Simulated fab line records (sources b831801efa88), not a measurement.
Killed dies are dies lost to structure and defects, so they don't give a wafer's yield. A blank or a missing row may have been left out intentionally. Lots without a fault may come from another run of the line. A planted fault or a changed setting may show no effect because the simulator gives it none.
Chamber matching || flow gf180mcu || 4 sister chambers for GF_V5_CMP_26 on cmp-01
The step polishes, stops on SiO2, t overpolish 15 s, target thk 0 nm. 8 wafers are shown with their chamber, then 12 later ones without.

## WAFERS PAIRED WITH THEIR CHAMBERS
{"wafer": "L081.2", "chamber": 0, "time-to-endpoint-s (s)": 87, "overpolish-run-s (s)": 14.992}
{"wafer": "L088.4", "chamber": 3, "time-to-endpoint-s (s)": 88, "overpolish-run-s (s)": 14.995}
{"wafer": "L088.6", "chamber": 0, "time-to-endpoint-s (s)": 95, "overpolish-run-s (s)": 15.007}
{"wafer": "L091.1", "chamber": 1, "time-to-endpoint-s (s)": 87, "overpolish-run-s (s)": 14.994}
{"wafer": "L091.4", "chamber": 3, "time-to-endpoint-s (s)": 93, "overpolish-run-s (s)": 14.993}
{"wafer": "L092.2", "chamber": 2, "time-to-endpoint-s (s)": 81, "overpolish-run-s (s)": 15.004}
{"wafer": "L092.5", "chamber": 1, "time-to-endpoint-s (s)": 85, "overpolish-run-s (s)": 14.997}
{"wafer": "L092.6", "chamber": 2, "time-to-endpoint-s (s)": 82, "overpolish-run-s (s)": 15.000}

## WAFERS WHOSE CHAMBER IS MISSING
{"wafer": "L094.2", "time-to-endpoint-s (s)": 89, "overpolish-run-s (s)": 14.997}
{"wafer": "L094.3", "time-to-endpoint-s (s)": 81, "overpolish-run-s (s)": 14.996}
{"wafer": "L094.5", "time-to-endpoint-s (s)": 93, "overpolish-run-s (s)": 15.003}
{"wafer": "L095.1", "time-to-endpoint-s (s)": 93, "overpolish-run-s (s)": 14.990}
{"wafer": "L095.2", "time-to-endpoint-s (s)": 96, "overpolish-run-s (s)": 15.016}
{"wafer": "L095.6", "time-to-endpoint-s (s)": 83, "overpolish-run-s (s)": 15.000}
{"wafer": "L096.3", "time-to-endpoint-s (s)": 97, "overpolish-run-s (s)": 15.019}
{"wafer": "L096.4", "time-to-endpoint-s (s)": 88, "overpolish-run-s (s)": 14.996}
{"wafer": "L096.5", "time-to-endpoint-s (s)": 93, "overpolish-run-s (s)": 14.995}
{"wafer": "L097.2", "time-to-endpoint-s (s)": 92, "overpolish-run-s (s)": 15.015}
{"wafer": "L097.4", "time-to-endpoint-s (s)": 83, "overpolish-run-s (s)": 14.980}
{"wafer": "L097.6", "time-to-endpoint-s (s)": 80, "overpolish-run-s (s)": 15.000}

## THE CHAMBER EACH PASSED THROUGH
{"wafer": "L094.2", "from the rows above": "can't be placed: 3 or 0 or 1 or 2", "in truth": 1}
{"wafer": "L094.3", "from the rows above": "can't be placed: 2 or 1 or 3 or 0", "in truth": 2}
{"wafer": "L094.5", "from the rows above": "can't be placed: 0 or 3 or 1", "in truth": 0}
{"wafer": "L095.1", "from the rows above": "can't be placed: 3 or 0 or 1", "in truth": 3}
{"wafer": "L095.2", "from the rows above": "can't be placed: 0 or 3 or 1 or 2", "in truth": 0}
{"wafer": "L095.6", "from the rows above": "can't be placed: 2 or 1 or 0 or 3", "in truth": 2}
{"wafer": "L096.3", "from the rows above": "can't be placed: 0 or 3 or 1 or 2", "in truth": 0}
{"wafer": "L096.4", "from the rows above": "can't be placed: 1 or 3 or 0 or 2", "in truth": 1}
{"wafer": "L096.5", "from the rows above": "can't be placed: 3 or 0 or 1", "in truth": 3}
{"wafer": "L097.2", "from the rows above": "can't be placed: 0 or 3 or 2 or 1", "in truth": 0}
{"wafer": "L097.4", "from the rows above": "can't be placed: 1 or 3 or 2 or 0", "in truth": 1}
{"wafer": "L097.6", "from the rows above": "can't be placed: 2 or 1", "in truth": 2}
Placed correctly: 0 of 12. These rows do not allow placing 12 (true chamber among the candidates in 12). Wrongly placed: 0.
How it was worked out, from the rows above alone: a wafer's distance from a chamber is the root of the sum, over the readings, of the square of ((its reading less the chamber's mean) divided by the reading's scatter). The wafer belongs to the nearest chamber; if the next one is less than 2 further off, it can't be placed. The mean given for a chamber averages the wafers shown for that chamber. The scatter: take each reading less its chamber's mean, square it, sum over the shown wafers, divide by the number of wafers less the number of chambers, and take the root.
